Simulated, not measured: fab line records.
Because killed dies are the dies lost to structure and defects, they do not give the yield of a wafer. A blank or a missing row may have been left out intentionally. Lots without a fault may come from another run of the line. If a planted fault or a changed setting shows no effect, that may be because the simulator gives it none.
8D (eight disciplines) problem report, filled in by code -- flow gf180mcu -- the parts of the form that need people (team, actions taken, sign-off) are left out

## 1. THE ISSUE
Mean of cd_nm at GF_M4_CD_MEAS_14: 269.5 nm across 6 wafers in 2 lots; on wafers with no fault it is 280.0 nm (standard deviation 1.2). Measured from the usual mean, that is -8.7 standard deviations.
The step: target cd 280 nm.
Seen first at day 26 02:31 on cd_sem-02, wafer L451.1. Wafers with a number at this step in the record: 36, from 12 lots. Rule for "out" (also "out of limits"): further than 4 standard deviations from the usual mean. All remaining wafers that have a number are taken as sound.

## 2. WHAT IT IS AND WHAT IT IS NOT
question,is,is not
which readings at this step,cd_nm,-
which lots,"L451, L453","L445, L446, L447, L460, L461, L462, L463, L464, L466, L467"
which wafers of those lots,all that have a number,-
read on which gauges,cd_sem-02,cd_sem-01
when,from day 26 02:31,"up to then (9 sound wafers); but 21 sound wafers of L460, L461, L462, L463, L464, L466, L467 came after"

## 3. THE SUSPECTS, EACH WITH WHAT RULES IT OUT
Counting: a tool at a process step up to the reading stays a suspect if it ran every lot that is out and no sound lot after the first of them.
- the gauge at GF_M4_CD_MEAS_14 has been ruled out. All the wafers that are out were read on cd_sem-02, but those of them that GF_M4_STRIP_17 has rows for are out there too, on other tools.
- litho_track-04 at GF_M4_COAT_09 (resist thk 1000 nm): ruled out as a lasting fault. The sound lots L462, L463, L464, L467 went through it after L451, its earliest lot that is out (day 25 15:26).
Left after counting: nothing in the record.

## 4. THE CAUSE (what the simulator had put in)
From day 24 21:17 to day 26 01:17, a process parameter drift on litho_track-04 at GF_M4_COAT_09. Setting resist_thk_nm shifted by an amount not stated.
It was ruled out by counting, in error; the rule expects a fault to strike all lots run on its tool from its start on, and this fault did not.

## 5. THE EFFECT CHAIN, in route order
Each row: a reading where the mean over the struck wafers with a number is more than 3 standard deviations away from the usual. Only readings whose record carries a usual standard deviation are examined. hours: median over the lots of the time between each lot's start at the first step of this table that gives one and its start at this step. sigmas: the change, counted in usual standard deviations.
hours,step,reading,usual,on struck wafers,change,sigmas
0,GF_M4_CD_MEAS_14,cd_nm,280.0 nm,269.5,-10.5,-8.7
0,GF_M4_STRIP_17,oes_product_au,0.556 a.u.,0.468,-0.088,-18
0,GF_M4_STRIP_17,strip_time_to_endpoint_s,7.86 s,5.66,-2.20,-61
It contains these process steps:
- GF_M4_STRIP_17: strips in O2/N2.
Later steps that measure or inspect, where all struck wafers having a row at the step show a number for every such reading and not one has moved that far: GF_V4_THK_MEAS_01.

## 6. HOW IT WOULD HAVE BEEN CAUGHT EARLIER
29 hours passed between the start of the fault at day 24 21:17 and the first reading out of limits at a measuring or inspecting step in this record, taken at day 26 02:31.
